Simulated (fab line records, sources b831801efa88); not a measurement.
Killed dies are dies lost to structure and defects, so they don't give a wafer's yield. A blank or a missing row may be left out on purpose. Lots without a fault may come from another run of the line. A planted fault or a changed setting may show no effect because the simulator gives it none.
Chamber matching | flow gf180mcu | GF_V1_ETCH_16 on rie_diel-04: 3 sister chambers
The step etches BARC in N2/H2. 16 wafers are shown with their chamber, then 5 later ones without.

WAFERS WITH THEIR CHAMBER
wafer  | chamber | drypump_motor_current_A (A) | bias_w (W) | oes_product_au (a.u.)
L761.4 | 3       | 5.68                        | 100.0      | 0.853
L761.5 | 3       | 5.71                        | 100.3      | 0.849
L761.6 | 2       | 5.65                        | 99.8       | 0.862
L762.2 | 1       | 5.02                        | 100.2      | 0.853
L762.3 | 3       | 5.71                        | 100.1      | 0.847
L762.6 | 1       | 5.04                        | 99.9       | 0.852
L763.3 | 3       | 5.72                        | 100.2      | 0.845
L763.5 | 3       | 5.72                        | 100.4      | 0.864
L763.6 | 2       | 5.65                        | 99.8       | 0.858
L774.3 | 3       | 5.72                        | 100.5      | 0.858
L774.4 | 2       | 5.65                        | 99.4       | 0.858
L774.5 | 3       | 5.71                        | 100.0      | 0.858
L777.1 | 3       | 5.72                        | 100.5      | 0.848
L777.3 | 1       | 5.04                        | 99.8       | 0.852
L777.5 | 3       | 5.72                        | 100.3      | 0.860
L778.3 | 2       | 5.64                        | 100.1      | 0.853

SIGNATURES (means of the wafers above)
reading                 | chamber 1 | chamber 2 | chamber 3 | scatter within a chamber
drypump_motor_current_A | 5.0333    | 5.6475    | 5.7122    | 0.0114
bias_w                  | 99.967    | 99.775    | 100.256   | 0.221
oes_product_au          | 0.85233   | 0.85775   | 0.85356   | 0.00554
Rule: a wafer's distance from a chamber is the root of the sum, over the readings, of the square of ((its reading less the chamber's mean) divided by the reading's scatter). The wafer belongs to the nearest chamber; if the next one is less than 2 further off, it can't be placed. The scatter: the root of (the sum of the squares of (reading less its chamber's mean) over the shown wafers, divided by (wafers less chambers)).

WAFERS WITHOUT THEIR CHAMBER
wafer  | drypump_motor_current_A (A) | bias_w (W) | oes_product_au (a.u.)
L780.1 | 5.64                        | 100.3      | 0.857
L780.4 | 5.04                        | 99.6       | 0.850
L780.5 | 5.72                        | 100.2      | 0.855
L781.1 | 5.04                        | 100.2      | 0.859
L781.2 | 5.71                        | 99.7       | 0.847

WHICH CHAMBER EACH WENT THROUGH
wafer  | from the rows above | in truth
L780.1 | 2                   | 2
L780.4 | 1                   | 1
L780.5 | 3                   | 3
L781.1 | 1                   | 1
L781.2 | 3                   | 3
Placed correctly: 5 of 5. Can't be placed from these rows: 0. Placed wrongly: 0.
